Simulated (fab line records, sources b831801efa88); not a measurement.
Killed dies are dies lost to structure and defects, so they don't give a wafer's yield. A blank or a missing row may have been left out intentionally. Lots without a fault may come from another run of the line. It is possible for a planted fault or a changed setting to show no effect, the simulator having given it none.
One fault through the eyes of 2 desks    flow gf180mcu    what lay behind the numbers comes last; until then each desk has only its own

## METROLOGY DESK
What the gauges read for every lot (on any tool): the sampled wafers with a number, averaged. The brackets show how far a lot's mean lies from the usual mean; more than 4 standard deviations puts the lot out of limits, marked OUT.
Columns: A = V5_BOW at GF_V5_BOW_MEAS_05, usual 132 um; B = cd-nm at GF_V5_CD_MEAS_14, usual 260.2 nm; C = V5_OVL at GF_V5_OVL_MEAS_15, usual 0 nm
lot   first seen here  A    B      C
L857  day 27 10:17     149  258.7  5
L858  day 28 01:09     130  258.2  1
L861  day 29 02:22     128  261.2  -3
L869  day 31 07:16     134  262.4  8
L873  day 32 06:03     120  260.6  9
L875  day 32 23:25     121  260.1  -8
This desk's verdict: no lot among the 6 shows anything out of limits.

## TOOL OWNER'S DESK, rie-diel-03
The tool's own readings at GF_V5_ETCH_17 (etches SiO2 in C4F8/O2/Ar, stops on TiN, target depth 855 nm): means of the sampled wafers that have a number, for each lot that ran on this tool. The brackets show how far a lot's mean lies from the usual mean; more than 4 standard deviations puts the lot out of limits, marked OUT.
Columns: A = oes-product-au at GF_V5_ETCH_17, usual 0.860 a.u.; B = rf-fwd-power-W at GF_V5_ETCH_17, usual 1494 W
lot   first seen here  A      B
L857  day 28 06:00     0.862  1735 (+55) OUT
L858  day 28 20:00     0.858  1739 (+56) OUT
L869  day 32 00:00     0.862  1500
Finding of this desk: L857, L858 out of limits; the first was L857 at day 28 06:00, on rf-fwd-power-W at GF_V5_ETCH_17. L869: within limits.

## TAKEN TOGETHER
On L857, L858, at day 28 06:00, an alarm was possible from the tool owner's desk.
From the metrology desk's view, nothing was out of limits.
The metrology desk holds a record of L857, L858, inside its limits.
On rie-diel-03, each named lot ran GF_V5_ETCH_17.

## WHAT WAS PUT IN BY THE SIMULATOR
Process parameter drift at GF_V5_ETCH_17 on rie-diel-03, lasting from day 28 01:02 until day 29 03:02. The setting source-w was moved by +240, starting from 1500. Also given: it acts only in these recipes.
Shown lots that were struck: L857, L858.
How many hours passed from the start of the fault until each desk's first out-of-limits reading: the tool owner's desk, 5.
